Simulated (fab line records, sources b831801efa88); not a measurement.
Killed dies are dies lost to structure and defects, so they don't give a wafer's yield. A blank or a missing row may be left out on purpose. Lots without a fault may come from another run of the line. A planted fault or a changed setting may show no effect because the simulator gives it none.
One fault seen from 2 desks | flow sky130 | each desk has only its own numbers; what lay behind them comes last

THE METROLOGY DESK
What the gauges read, lot by lot, whatever tool the lot ran on: means of the sampled wafers that have a number. A lot is out of limits, marked OUT, if its mean lies more than 4 standard deviations from the usual mean; the brackets give that distance.
Columns: A = SONOS_ONO_CVD_02_THK at SKY_SONOS_ONO_THK_MEAS_03, usual 10.51 nm
lot  | first seen here | A
L388 | day 11 07:18    | 10.59
L389 | day 11 22:02    | 10.40
L390 | day 12 06:23    | 10.44
L391 | day 12 08:38    | 10.31
L393 | day 14 08:44    | 10.69
L394 | day 14 08:46    | 10.58
L402 | day 17 06:56    | 10.73
L403 | day 17 12:28    | 10.37
L404 | day 17 12:29    | 10.51
L405 | day 18 02:57    | 10.48
L406 | day 18 02:57    | 10.64
L409 | day 18 22:17    | 10.57
L411 | day 19 07:52    | 10.34
This desk's finding: nothing out of limits on any of the 13 lots.

THE TOOL OWNER'S DESK: litho_track-03
The tool's own readings at SKY_PWDE_HMDS_01 (prime time 60 s): means of the sampled wafers that have a number, for each lot that ran on this tool. A lot is out of limits, marked OUT, if its mean lies more than 4 standard deviations from the usual mean; the brackets give that distance.
Columns: A = prime_temp_c at SKY_PWDE_HMDS_01, usual 120.02 C
lot  | first seen here | A
L389 | day 3 19:28     | 120.08
L390 | day 4 02:10     | 120.07
L394 | day 5 11:16     | 119.91
L402 | day 7 08:37     | 113.89 (-47) OUT
L404 | day 7 13:31     | 113.86 (-47) OUT
This desk's finding: out of limits on L402, L404; first on L402, day 7 08:37 (prime_temp_c at SKY_PWDE_HMDS_01). In limits: L389, L390, L394.

PUT TOGETHER
The tool owner's desk could have raised an alarm at day 7 08:37, on L402, L404.
The metrology desk saw nothing out of limits.
The metrology desk has L402, L404 on record, within its limits.
Of the lots named, all ran SKY_PWDE_HMDS_01 on litho_track-03.

WHAT THE SIMULATOR HAD PUT IN
Process parameter drift: litho_track-03, from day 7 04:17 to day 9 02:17, at SKY_PWDE_HMDS_01. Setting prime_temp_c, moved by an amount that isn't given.
Lots struck among those shown: L402, L404.
Hours from the fault's start to each desk's first reading out of limits: the tool owner's desk, 4.
